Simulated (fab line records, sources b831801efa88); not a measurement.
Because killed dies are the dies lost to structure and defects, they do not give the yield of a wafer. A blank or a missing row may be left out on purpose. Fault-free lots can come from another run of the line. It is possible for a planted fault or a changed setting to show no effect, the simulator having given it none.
Which tool was responsible? :: flow gf180mcu :: 6 lots with 18 wafers sampled at 2 steps, on a route of 602 steps

## WHAT THE GAUGES SHOWED, per wafer
GF_DUAL_GATE_THK_MEAS_03.
lot: L702
measured: day 8 21:57
on: film_metro-01
DUAL_GATE_OXIDATION_00_THK (nm): 10.81 10.91 10.76

lot: L704
measured: day 9 10:58
on: film_metro-04
DUAL_GATE_OXIDATION_00_THK (nm): 10.75 10.75 10.73

lot: L709
measured: day 10 20:25
on: film_metro-02
DUAL_GATE_OXIDATION_00_THK (nm): 10.73 10.95 10.97

lot: L713
measured: day 11 22:28
on: film_metro-01
DUAL_GATE_OXIDATION_00_THK (nm): 10.74 10.46 10.65

lot: L717
measured: day 13 11:46
on: film_metro-01
DUAL_GATE_OXIDATION_00_THK (nm): 10.84 10.88 11.02

lot: L718
measured: day 14 02:01
on: film_metro-04
DUAL_GATE_OXIDATION_00_THK (nm): 10.93 11.05 10.93

## TOOL THAT RAN EACH LOT (tool first, then ch and the chambers of the sampled wafers, then the start)
lot: L702
GF_VT_IMPLANT_STRIP_20: plasma_asher-03 ch 0,1, day 7 10:35

lot: L704
GF_VT_IMPLANT_STRIP_20: plasma_asher-02 ch 0,1, day 7 23:46

lot: L709
GF_VT_IMPLANT_STRIP_20: plasma_asher-02 ch 0,1, day 9 05:28

lot: L713
GF_VT_IMPLANT_STRIP_20: plasma_asher-04 ch 1, day 10 06:52

lot: L717
GF_VT_IMPLANT_STRIP_20: plasma_asher-02 ch 0,1, day 11 19:04

lot: L718
GF_VT_IMPLANT_STRIP_20: plasma_asher-02 ch 0,1, day 12 08:01
- GF_VT_IMPLANT_STRIP_20: strips in O2/N2.

## THE ANSWER, worked out from the rows above alone
Rule: the usual values come from the lots themselves. Put in order of their means at a reading, lots are off if they are a third of the lots or fewer, leave a main group of 4 or more, and stand apart from it by a gap of 3 or more times the standard deviation of the main group's means; of several such gaps the widest counts. The tables above print the reading to a certain number of digits; a main group whose means all agree to those digits is not used. Also off: a lot with no number at a reading for which 4 or more lots have one. The other lots that the step has rows for count as sound.
No lot is off on any of the readings shown, so nothing can be concluded from this.

## WHAT THE SIMULATOR HAD PUT IN
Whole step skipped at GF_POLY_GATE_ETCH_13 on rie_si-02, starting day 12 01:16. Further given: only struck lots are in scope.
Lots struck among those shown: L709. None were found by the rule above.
